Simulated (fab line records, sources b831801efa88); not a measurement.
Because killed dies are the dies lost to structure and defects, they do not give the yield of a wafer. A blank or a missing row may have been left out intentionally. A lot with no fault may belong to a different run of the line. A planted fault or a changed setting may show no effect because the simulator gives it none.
Check of tool commonality -- flow sky130 -- Sampled: 13 lots, 39 wafers

== THE REASON FOR OPENING IT ==
Flagged at SKY_SD_P_CD_MEAS_07: reading cdNm, on 2 of 13 lots. Fault-free wafers read 379.2 nm, with a standard deviation of 2.3.
Rule: a lot gets a flag if all its wafers with a number sit over 4 standard deviations from that mean, or if no wafer of it has a number. The other lots count as sound.

lot,measured,on,"cdNm (nm), wafer by wafer",flag
L799,day 25 04:42,cdSem-02,380.8 381.2 380.4,
L801,day 26 06:39,cdSem-02,377.8 376.7 376.9,
L802,day 26 21:28,cdSem-01,378.2 379.6 376.8,
L803,day 27 09:22,cdSem-01,376.2 374.9 377.2,
L805,day 28 00:08,cdSem-01,382.6 382.8 386.1,
L807,day 28 13:25,cdSem-01,379.8 380.2 378.8,
L808,day 29 01:16,cdSem-01,378.0 381.3 378.1,
L813,day 30 07:07,cdSem-02,380.7 384.2 382.2,
L816,day 31 04:27,cdSem-01,381.0 381.3 379.8,
L817,day 31 10:46,cdSem-02,346.6 345.1 346.5,FLAGGED
L818,day 32 09:49,cdSem-02,379.8 379.1 380.6,
L819,day 32 22:04,cdSem-01,343.0 344.3 341.0,FLAGGED
L820,day 33 14:20,cdSem-01,380.0 376.8 377.3,
On average the flagged lots' numbers are 344.4 nm, which is -34.8 nm against the usual, or -15 standard deviations.

== WHICH TOOL RAN EACH LOT ==
The record holds 2 process steps before the reading, out of a route of 708 steps. Every cell lists first the tool, next ch and the chambers used by the sampled wafers, and last the start.
lot,flag,SKY_POLY_CUT_STRIP_12,SKY_SD_P_DEVELOP_06
L799,,"plasmaAsher-04 ch 0,1, day 23 23:40","lithoTrack-01 ch 0, day 25 04:33"
L801,,"plasmaAsher-02 ch 0, day 25 01:44","lithoTrack-01 ch 0, day 26 06:30"
L802,,"plasmaAsher-04 ch 0,1, day 25 16:08","lithoTrack-04 ch 0, day 26 21:19"
L803,,"plasmaAsher-04 ch 0,1, day 26 02:02","lithoTrack-03 ch 0, day 27 07:15"
L805,,"plasmaAsher-04 ch 0,1, day 26 16:19","lithoTrack-01 ch 0, day 27 20:33"
L807,,"plasmaAsher-04 ch 0,1, day 27 11:29","lithoTrack-03 ch 0, day 28 13:16"
L808,,"plasmaAsher-02 ch 0,1, day 27 23:19","lithoTrack-03 ch 0, day 29 01:07"
L813,,"plasmaAsher-04 ch 1, day 29 04:34","lithoTrack-01 ch 0, day 30 06:58"
L816,,"plasmaAsher-02 ch 0,1, day 30 01:29","lithoTrack-01 ch 0, day 31 04:18"
L817,FLAGGED,"plasmaAsher-01 ch 0,1, day 30 07:43","lithoTrack-03 ch 0, day 31 10:37"
L818,,"plasmaAsher-04 ch 0,1, day 31 06:47","lithoTrack-04 ch 0, day 32 09:40"
L819,FLAGGED,"plasmaAsher-04 ch 0,1, day 31 18:50","lithoTrack-03 ch 0, day 32 21:55"
L820,,"plasmaAsher-02 ch 0,1, day 32 11:52","lithoTrack-01 ch 0, day 33 14:12"
These steps, and what they do:
- SKY_POLY_CUT_STRIP_12: strips in O2/N2.
- SKY_SD_P_DEVELOP_06: develop time 60 s.
- SKY_SD_P_CD_MEAS_07: target cd 380 nm.

== FLAGGED AGAINST TOTAL, ONE TOOL AT A TIME (gauges that did the reading follow at the end) ==
step,tool,lots run,flagged,share of the flagged lots,sound lots run after its first flagged lot
SKY_POLY_CUT_STRIP_12,plasmaAsher-01,1,1,some,0
SKY_POLY_CUT_STRIP_12,plasmaAsher-02,4,0,none,-
SKY_POLY_CUT_STRIP_12,plasmaAsher-04,8,1,some,0
SKY_SD_P_DEVELOP_06,lithoTrack-01,6,0,none,-
SKY_SD_P_DEVELOP_06,lithoTrack-03,5,2,all,0
SKY_SD_P_DEVELOP_06,lithoTrack-04,2,0,none,-
SKY_SD_P_CD_MEAS_07,cdSem-01,8,1,some,1 (L820)
SKY_SD_P_CD_MEAS_07,cdSem-02,5,1,some,1 (L818)

== WHAT THE TABLE PERMITS ==
1 row of the table ran every flagged lot: lithoTrack-03 at SKY_SD_P_DEVELOP_06.
- lithoTrack-03 at SKY_SD_P_DEVELOP_06 ran 5 lots, 2 of them flagged. A fault beginning between L808 (day 29 01:07), its last sound lot, and L817 (day 31 10:37), its first flagged one, fits the data.
Just one tool remains: lithoTrack-03 at SKY_SD_P_DEVELOP_06.

== WHAT THE SIMULATOR HAD PUT IN ==
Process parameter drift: lithoTrack-03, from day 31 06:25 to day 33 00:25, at SKY_SD_P_DEVELOP_06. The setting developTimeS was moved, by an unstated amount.
Lots struck among those shown: L817, L819. The rule above found the same.
